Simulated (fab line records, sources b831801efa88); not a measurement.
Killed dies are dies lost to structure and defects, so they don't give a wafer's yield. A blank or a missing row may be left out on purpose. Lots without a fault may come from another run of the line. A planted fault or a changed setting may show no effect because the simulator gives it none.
A struck lot beside a sound one | flow gf180mcu | 44 steps out of a route of 602
Sound: wafers L215.2, L215.5, L215.6. Struck: wafer L233.3. (L233.1, L233.6 of the same lot were not struck and are left out.) The cause comes at the end.
At each step with rows: each side's tool, then ch and its chambers, then its first start. Under that, the readings that differ: sound wafers | struck wafers | difference of the means | sigmas: that difference in standard deviations of wafers without a fault.
alike: readings whose means differ by less than 2 such deviations, and words and numbers that are the same on both sides. not compared: withheld readings, readings that some wafer has no value for, bounds like >300 that may hide the same value, and numbers for which the record gives no deviation and whose values overlap.
The two part at a step that has a row with sigmas, a row that says differs or no value, or rows on one side only. Numbers that don't overlap but have no deviation are shown without sigmas and don't part them. A reading that every wafer of one side lacks parts them only if that side has two wafers or more.

first, 3 steps without rows for these wafers: GF_V3_STRIP_19 (strips in post etch residue remover, time 1200 s); GF_V3_CLEAN_20 (cleans in DIW); GF_V3_SPUTTER_21 (material Ti, target thk 15 nm, time 80.02 s).
GF_V3_SPUTTER_22: material TiN, target thk 10 nm, time 40 s.
  sound on pvd_sputter-04, day 23 18:16; struck on pvd_sputter-04, day 29 13:04
  alike: cathode_dc_power_W, throttle_valve_pct
then, 1 step without rows for these wafers: GF_V3_CVD_23 (deposits W, target thk 350 nm, time 104.9 s).
GF_V3_RS_MEAS_24: measures by four-point-probe.
  sound on film_metro-04, day 23 18:26; struck on film_metro-04, day 29 13:17
  alike: V3_W_RS
GF_V3_THK_MEAS_25: measures by xrf.
  sound on film_metro-04, day 23 18:32; struck on film_metro-04, day 29 13:24
  alike: V3_W_THK
then, 1 step without rows for these wafers: GF_V3_CMP_26 (polishes, stops on SiO2, t overpolish 15 s, target thk 0 nm).
GF_M4_SPUTTER_00: material Ti, target thk 37.5 nm, time 150 s.
  sound on pvd_sputter-02, day 23 18:53; struck on pvd_sputter-03, day 29 13:46
  alike: cathode_dc_power_W, throttle_valve_pct
then, 3 steps without rows for these wafers: GF_M4_SPUTTER_01 (material TiN, target thk 30 nm, time 25 s); GF_M4_SPUTTER_02 (material AlCu, target thk 450 nm, time 23.9 s); GF_M4_SPUTTER_03 (material Ti, target thk 10 nm, time 6.7 s).
GF_M4_SPUTTER_04: material TiN, target thk 50 nm, time 41.7 s.
  sound on pvd_sputter-02, day 23 19:05; struck on pvd_sputter-03, day 29 13:56
  reading                                | sound                | struck | difference | sigmas
  cathode_dc_power_W (W)                 | 6500.1 6501.7 6500.7 | 5856.7 | -644.1     | -99 or more
  model.TiN_of_M4_SPUTTER_04.thk_nm (nm) | 49.86 49.74 49.75    | 45.23  | -4.55      |
  alike: throttle_valve_pct
GF_M4_RS_MEAS_05: measures by four-point-probe.
  sound on film_metro-04, day 23 19:08; struck on film_metro-02, day 29 13:59
  reading             | sound                | struck | difference | sigmas
  M4_ALCU_RS (ohm/sq) | 0.0704 0.0709 0.0707 | 0.0682 | -0.0025    | -3
GF_M4_THK_MEAS_06: measures by xrf.
  sound on film_metro-04, day 23 19:15; struck on film_metro-02, day 29 14:06
  reading          | sound       | struck | difference | sigmas
  M4_ALCU_THK (nm) | 439 437 439 | 460    | +22        | +5
then, 7 steps without rows for these wafers: GF_M4_DEHYDRATE_07 (time 60 s); GF_M4_HMDS_08 (prime time 60 s); GF_M4_COAT_09 (resist thk 1000 nm); GF_M4_SOFTBAKE_10 (time 60 s); GF_M4_EXPOSE_11 (exposes mask Metal4, target cd 280 nm); GF_M4_PEB_12 (peb time 90 s); GF_M4_DEVELOP_13 (develop time 60 s).
GF_M4_CD_MEAS_14: target cd 280 nm.
  sound on cd_sem-02, day 24 17:26; struck on cd_sem-02, day 30 09:08
  alike: cd_nm
GF_M4_OVL_MEAS_15:
  sound on overlay-02, day 24 17:32; struck on overlay-02, day 30 09:16
  alike: M4_OVL
GF_M4_METAL_ETCH_16: etches the open film in Cl2/BCl3, stops on SiO2, target depth 627.5 nm, time 104.6 s.
  sound on rie_metal-01 ch 0,1, day 24 17:34; struck on rie_metal-01 ch 1, day 30 09:18
  alike: chamber_pressure_mTorr, drypump_motor_current_A, oes_product_au, throttle_valve_pct
  not compared: rf_hours_counter_h
GF_M4_STRIP_17: strips in O2/N2.
  sound on plasma_asher-03 ch 0,1, day 24 17:41; struck on plasma_asher-04 ch 1, day 30 09:25
  alike: chamber_pressure_mTorr, drypump_motor_current_A, heater_power_w, oes_product_au, platen_temp_c, strip_time_to_endpoint_s
  not compared: rf_hours_counter_h
then, 3 steps without rows for these wafers: GF_M4_STRIP_18 (strips in post etch residue remover, time 1200 s); GF_M4_CLEAN_19 (cleans in DIW); GF_V4_CVD_00 (deposits SiO2, target thk 600 nm, time 100 s).
GF_V4_THK_MEAS_01:
  sound on film_metro-02, day 24 18:23; struck on film_metro-03, day 30 10:01
  alike: V4_CVD_00_THK
GF_V4_CVD_02: deposits SiO2 from TEOS, target thk 850 nm, time 94.851 s.
  sound on pecvd-02 ch 1,2, day 24 18:26; struck on pecvd-04 ch 0, day 30 10:05
  alike: heater_power_outer_w, heater_power_w
GF_V4_THK_MEAS_03:
  sound on film_metro-02, day 24 18:31; struck on film_metro-01, day 30 10:09
  alike: V4_CVD_02_THK
then, 1 step without rows for these wafers: GF_V4_CMP_04 (polishes SiO2).
GF_V4_BOW_MEAS_05:
  sound on film_metro-03, day 24 18:53; struck on film_metro-01, day 30 10:31
  reading     | sound       | struck | difference | sigmas
  V4_BOW (um) | 146 149 136 | 124    | -20        | -2
then, 8 steps without rows for these wafers: GF_V4_DEHYDRATE_06 (time 60 s); GF_V4_HMDS_07 (prime time 60 s); GF_V4_COAT_08; GF_V4_COAT_09 (resist thk 1000 nm); GF_V4_SOFTBAKE_10 (time 60 s); GF_V4_EXPOSE_11 (exposes mask Via4, target cd 260 nm); GF_V4_PEB_12 (peb time 90 s); GF_V4_DEVELOP_13 (develop time 60 s).
GF_V4_STRIP_19: strips in post etch residue remover, time 1200 s.
  sound on wet_bench-02 ch 2, day 25 16:09; struck on wet_bench-04 ch 1, day 31 04:16
  reading                                | sound            | struck | difference | sigmas
  model.TiN_of_M4_SPUTTER_04.thk_nm (nm) | 49.02 48.89 48.9 | 44.39  | -4.55      |
GF_PASSIVATION_PROBE_99:
  the record has rows for the sound wafers here (prober-02, day 30 04:15) and none for the struck ones

WHERE THEY PART
First at GF_M4_SPUTTER_04; last, within this record, at GF_PASSIVATION_PROBE_99.

WHY: what the simulator had put in
Process parameter drift: pvd_sputter-03, from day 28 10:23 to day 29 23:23, at GF_M4_SPUTTER_04. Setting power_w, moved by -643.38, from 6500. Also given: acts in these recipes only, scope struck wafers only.
